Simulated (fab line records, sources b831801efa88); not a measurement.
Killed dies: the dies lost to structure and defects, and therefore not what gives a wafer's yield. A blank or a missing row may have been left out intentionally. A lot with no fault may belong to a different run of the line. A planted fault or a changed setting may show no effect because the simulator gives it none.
Matching of chambers / flow sky130 / SKY_POLY_CUT_ETCH_10 on rie diel-01 has 4 sister chambers
The step etches BARC in N2/H2, stops on SiO2, time 45.9 s, target depth 60 nm. 4 wafers are shown with their chamber, then 9 later ones without.

== EACH WAFER AND ITS CHAMBER ==
wafer=L080.6; chamber=3; drypump motor current A (A)=5.9
wafer=L082.1; chamber=0; drypump motor current A (A)=5.8
wafer=L088.5; chamber=2; drypump motor current A (A)=5.1
wafer=L088.6; chamber=1; drypump motor current A (A)=5.5

== WAFERS WITHOUT THEIR CHAMBER ==
wafer=L089.2; drypump motor current A (A)=5.5
wafer=L089.4; drypump motor current A (A)=5.9
wafer=L089.6; drypump motor current A (A)=5.2
wafer=L093.1; drypump motor current A (A)=5.8
wafer=L093.3; drypump motor current A (A)=5.1
wafer=L093.4; drypump motor current A (A)=5.8
wafer=L096.1; drypump motor current A (A)=5.5
wafer=L096.2; drypump motor current A (A)=5.8
wafer=L096.3; drypump motor current A (A)=5.9

== EACH ONE'S CHAMBER ==
wafer=L089.2; from the rows above=1; in truth=1
wafer=L089.4; from the rows above=3; in truth=3
wafer=L089.6; from the rows above=2; in truth=2
wafer=L093.1; from the rows above=0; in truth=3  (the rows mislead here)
wafer=L093.3; from the rows above=2; in truth=2
wafer=L093.4; from the rows above=0; in truth=0
wafer=L096.1; from the rows above=1; in truth=1
wafer=L096.2; from the rows above=0; in truth=0
wafer=L096.3; from the rows above=3; in truth=3
Correct placement for 8 of the 9. Left unplaced by these rows: 0. 1 placed wrongly.
How it was worked out, from the rows above alone: a wafer's distance from a chamber is the root of the sum, over the readings, of the square of ((its reading less the chamber's mean) divided by the reading's scatter). If the next closest chamber is less than 2 further off than the closest, the wafer can't be placed; otherwise it belongs to the closest. A chamber's mean is the mean of its shown wafers. The scatter (one wafer shown for each chamber): square how far every hidden wafer sits from the nearest shown wafer, average those squares and take the square root.
